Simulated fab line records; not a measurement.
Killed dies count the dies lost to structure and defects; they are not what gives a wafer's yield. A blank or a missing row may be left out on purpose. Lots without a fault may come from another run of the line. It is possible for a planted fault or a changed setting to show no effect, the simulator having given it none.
Which tool did it? / flow sky130 / at 1 step of a route of 708, 11 lots with 33 wafers sampled

== WHAT THE GAUGES SHOWED, per wafer ==
SKY_VIA3_THK_MEAS_01.
lot=L998; measured=day 38 14:03; on=film_metro-02; VIA3_HDPCVD_THK (nm)=1628 1644 1615
lot=L100; measured=day 39 05:52; on=film_metro-03; VIA3_HDPCVD_THK (nm)=1649 1662 1632
lot=L101; measured=day 39 15:02; on=film_metro-03; VIA3_HDPCVD_THK (nm)=1635 1633 1620
lot=L104; measured=day 40 15:56; on=film_metro-03; VIA3_HDPCVD_THK (nm)=1658 1637 1669
lot=L108; measured=day 41 16:14; on=film_metro-03; VIA3_HDPCVD_THK (nm)=1632 1646 1655
lot=L109; measured=day 41 22:41; on=film_metro-02; VIA3_HDPCVD_THK (nm)=1634 1646 1657
lot=L110; measured=day 42 06:00; on=film_metro-02; VIA3_HDPCVD_THK (nm)=1654 1652 1642
lot=L111; measured=day 42 18:48; on=film_metro-01; VIA3_HDPCVD_THK (nm)=1625 1639 1631
lot=L112; measured=day 43 16:08; on=film_metro-02; VIA3_HDPCVD_THK (nm)=1604 1608 1624
lot=L120; measured=day 45 14:50; on=film_metro-01; VIA3_HDPCVD_THK (nm)=1615 1631 1646
lot=L121; measured=day 45 19:31; on=film_metro-01; VIA3_HDPCVD_THK (nm)=1622 1621 1617

== EACH LOT AND THE TOOL THAT RAN IT (in order: tool; ch and the chambers of the sampled wafers; start) ==
The record shows no process step preceding these readings.

== THE ANSWER, worked out from the rows above alone ==
Rule: the usual values come from the lots themselves. The widest of any qualifying gaps counts: lots, ordered by their means at a reading, are off when they make up no more than a third of the lots, leave a main group of 4 or more, and stand apart from it by 3 or more times the standard deviation of that group's means. A main group whose means are all the same, to the digits that the tables above print for the reading, isn't used. Also off: a lot with no number at a reading for which 4 or more lots have one. Any other lot the step has rows for is counted as sound.
Across all readings shown, no lot is off: no conclusion can be drawn from this.

== WHAT THE SIMULATOR PUT IN ==
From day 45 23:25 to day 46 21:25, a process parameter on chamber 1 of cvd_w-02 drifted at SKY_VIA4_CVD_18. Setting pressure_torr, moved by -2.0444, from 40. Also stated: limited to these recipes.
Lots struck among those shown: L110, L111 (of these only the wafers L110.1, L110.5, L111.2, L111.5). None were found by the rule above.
